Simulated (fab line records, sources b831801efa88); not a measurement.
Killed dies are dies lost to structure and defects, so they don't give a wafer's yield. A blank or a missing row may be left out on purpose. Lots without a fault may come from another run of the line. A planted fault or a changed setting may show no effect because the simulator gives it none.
A struck lot beside a sound one | flow sky130 | 43 steps out of a route of 708
Sound: wafers L721.3, L721.4, L721.6. Struck: wafers L732.3, L732.6. (L732.4 of the same lot was not struck and is left out.) The cause comes at the end.
At each step with rows: each side's tool, then ch and its chambers, then its first start. Under that, the readings that differ: sound wafers | struck wafers | difference of the means | sigmas: that difference in standard deviations of wafers without a fault.
alike: readings whose means differ by less than 2 such deviations, and words and numbers that are the same on both sides. not compared: withheld readings, readings that some wafer has no value for, bounds like >300 that may hide the same value, and numbers for which the record gives no deviation and whose values overlap.
The two part at a step that has a row with sigmas, a row that says differs or no value, or rows on one side only. Numbers that don't overlap but have no deviation are shown without sigmas and don't part them. A reading that every wafer of one side lacks parts them only if that side has two wafers or more.

first, 7 steps without rows for these wafers: SKY_METAL2_HMDS_08 (prime time 60 s); SKY_METAL2_COAT_09 (resist thk 60 nm); SKY_METAL2_COAT_10 (resist thk 450 nm); SKY_METAL2_SOFTBAKE_11 (time 90 s); SKY_METAL2_EXPOSE_12 (exposes mask MM2, target cd 140 nm); SKY_METAL2_PEB_13; SKY_METAL2_DEVELOP_14 (develop time 60 s).
SKY_METAL2_CD_MEAS_15: target cd 140 nm.
  sound on cd_sem-02, day 36 20:25; struck on cd_sem-02, day 40 03:02
  alike: cd_nm
SKY_METAL2_OVL_MEAS_16:
  sound on overlay-01, day 36 20:30; struck on overlay-02, day 40 03:07
  reading         | sound     | struck | difference | sigmas
  METAL2_OVL (nm) | -2 -10 -2 | 9 14   | +16        | +2
SKY_METAL2_DESCUM_17: chemistry O2, time 8 s.
  sound on rie_metal-03 ch 0,1, day 36 20:32; struck on rie_metal-03 ch 0,1, day 40 03:10
  alike: drypump_motor_current_A, oes_product_au
  not compared: rf_hours_counter_h
SKY_METAL2_ETCH_18: etches BARC in N2/H2, stops on SiO2, time 45.9 s, target depth 60 nm.
  sound on rie_metal-03 ch 0,1, day 36 20:35; struck on rie_metal-03 ch 0,1, day 40 03:12
  alike: drypump_motor_current_A, oes_product_au, throttle_valve_pct
  not compared: rf_hours_counter_h
then, 1 step without rows for these wafers: SKY_METAL2_METAL_ETCH_19 (etches the open film in Cl2/BCl3, stops on SiO2, target depth 360 nm, time 78 s).
SKY_METAL2_STRIP_20: strips in O2/N2.
  sound on plasma_asher-04 ch 0,1, day 36 20:45; struck on plasma_asher-01 ch 1, day 40 03:22
  alike: drypump_motor_current_A, o2_flow_sccm, oes_product_au, strip_time_to_endpoint_s
  not compared: rf_hours_counter_h
then, 4 steps without rows for these wafers: SKY_METAL2_STRIP_21 (strips in post etch residue remover, time 1200 s); SKY_METAL2_CLEAN_22 (cleans in IPA, time 180 s); SKY_METAL2_CLEAN_23 (cleans in O3/DIW); SKY_VIA2_HDPCVD_00 (deposits SiO2, target thk 1180 nm, time 196.7 s).
SKY_VIA2_THK_MEAS_01:
  sound on film_metro-04, day 36 21:30; struck on film_metro-03, day 40 04:04
  reading              | sound          | struck    | difference | sigmas
  VIA2_HDPCVD_THK (nm) | 1159 1155 1159 | 1192 1192 | +34        | +3
then, 1 step without rows for these wafers: SKY_VIA2_CMP_02 (polishes SiO2).
SKY_VIA2_BOW_MEAS_03:
  sound on film_metro-01, day 36 21:53; struck on film_metro-01, day 40 04:27
  reading       | sound    | struck | difference | sigmas
  VIA2_BOW (um) | 78 75 85 | 96 89  | +13        | +2
then, 8 steps without rows for these wafers: SKY_VIA2_DEHYDRATE_04 (time 60 s); SKY_VIA2_HMDS_05 (prime time 60 s); SKY_VIA2_COAT_06 (resist thk 60 nm); SKY_VIA2_COAT_07 (resist thk 450 nm); SKY_VIA2_SOFTBAKE_08 (time 90 s); SKY_VIA2_EXPOSE_09 (exposes mask VIM2, target cd 200 nm); SKY_VIA2_PEB_10; SKY_VIA2_DEVELOP_11 (develop time 60 s).
SKY_VIA2_CD_MEAS_12: target cd 200 nm.
  sound on cd_sem-01, day 37 23:28; struck on cd_sem-01, day 41 04:46
  alike: cd_nm
SKY_VIA2_OVL_MEAS_13:
  sound on overlay-01, day 37 23:33; struck on overlay-02, day 41 04:52
  alike: VIA2_OVL
SKY_VIA2_ETCH_14: etches BARC in N2/H2, stops on SiO2, time 45.9 s, target depth 60 nm.
  sound on rie_diel-04 ch 0,3, day 37 23:35; struck on rie_diel-04 ch 0,2, day 41 04:53
  alike: drypump_motor_current_A, oes_product_au, throttle_valve_pct
  not compared: rf_hours_counter_h
then, 1 step without rows for these wafers: SKY_VIA2_ETCH_15 (etches SiO2 in C4F8/O2/Ar, stops on TiN, target depth 546 nm, time 84 s).
SKY_VIA2_STRIP_16: strips in O2/N2.
  sound on plasma_asher-04 ch 0,1, day 37 23:43; struck on plasma_asher-01 ch 0,1, day 41 05:01
  reading                     | sound          | struck    | difference | sigmas
  drypump_motor_current_A (A) | 6.22 5.80 6.23 | 5.33 5.52 | -0.66      | -2
  alike: o2_flow_sccm, oes_product_au, strip_time_to_endpoint_s
  not compared: rf_hours_counter_h
then, 3 steps without rows for these wafers: SKY_VIA2_STRIP_17 (strips in post etch residue remover, time 1200 s); SKY_VIA2_CLEAN_18 (cleans in IPA, time 180 s); SKY_VIA2_CLEAN_19 (cleans in O3/DIW).
SKY_VIA2_SPUTTER_20: material TiN, target thk 20 nm, time 80 s.
  sound on pvd_sputter-01, day 38 00:43; struck on pvd_sputter-01, day 41 05:35
  alike: throttle_valve_pct
then, 1 step without rows for these wafers: SKY_VIA2_CVD_21 (deposits W, target thk 420 nm, time 126.4 s).
SKY_VIA2_RS_MEAS_22: measures by four-point-probe.
  sound on film_metro-03, day 38 00:56; struck on film_metro-03, day 41 05:49
  alike: VIA2_W_RS
SKY_VIA2_THK_MEAS_23: measures by xrf.
  sound on film_metro-03, day 38 01:02; struck on film_metro-03, day 41 05:55
  alike: VIA2_W_THK
then, 2 steps without rows for these wafers: SKY_VIA2_CMP_24 (polishes, stops on SiO2, t overpolish 20 s, target thk 0 nm); SKY_METAL3_SPUTTER_00 (material Ti, target thk 15 nm, time 10 s).
-- the record jumps here: 8 days lie between the struck wafers' starts before and after (it left off in module METAL3 and takes up again in module PAD_OPEN, whose first step shown is number 708 of the route) --
SKY_PAD_OPEN_PROBE_99:
  sound on prober-01, day 47 01:34; struck on prober-01, day 49 13:59
  reading                               | sound             | struck      | difference | sigmas
  defect_limited_yield (%)              | 82.7 84.8 84.8    | 78.7 76.6   | -6.4       | -3
  killed_at_M0_to_M3                    | 41 35 43          | 75 87       | +41        | +6
  killed_dies                           | 85 75 75          | 105 115     | +32        | +3
  sort_bin_3_pad_short (%)              | 0.8 1.2 1.2       | 3.3 3.3     | +2.2       | +5
  sort_bin_5_function (%)               | 10.2 9.1 9.6      | 13.0 15.0   | +4.4       | +3
  sort_n_pass                           | 407 417 417       | 387 377     | -32        | -3
  sort_yield_pct (%)                    | 82.7 84.8 84.8    | 78.7 76.6   | -6.4       | -3
  model.etest.tester.sort_n_pass        | 407 417 417       | 387 377     | -32        |
  model.etest.tester.sort_yield_pct (%) | 82.72 84.76 84.76 | 78.66 76.63 | -6.44      |
  model.etest.tester.sort_bin_5_pct (%) | 10.16 9.146 9.553 | 13.01 15.04 | +4.41      |
  model.etest.tester.sort_bin_3_pct (%) | 0.813 1.22 1.22   | 3.252 3.252 | +2.168     |
  alike: killed_at_M4_up, killed_at_contacts, killed_at_front_end, killed_at_other, killed_open, killed_short, sort_bin_6_memory

WHERE THEY PART
First at SKY_METAL2_OVL_MEAS_16; last, within this record, at SKY_PAD_OPEN_PROBE_99.

WHY: what the simulator had put in
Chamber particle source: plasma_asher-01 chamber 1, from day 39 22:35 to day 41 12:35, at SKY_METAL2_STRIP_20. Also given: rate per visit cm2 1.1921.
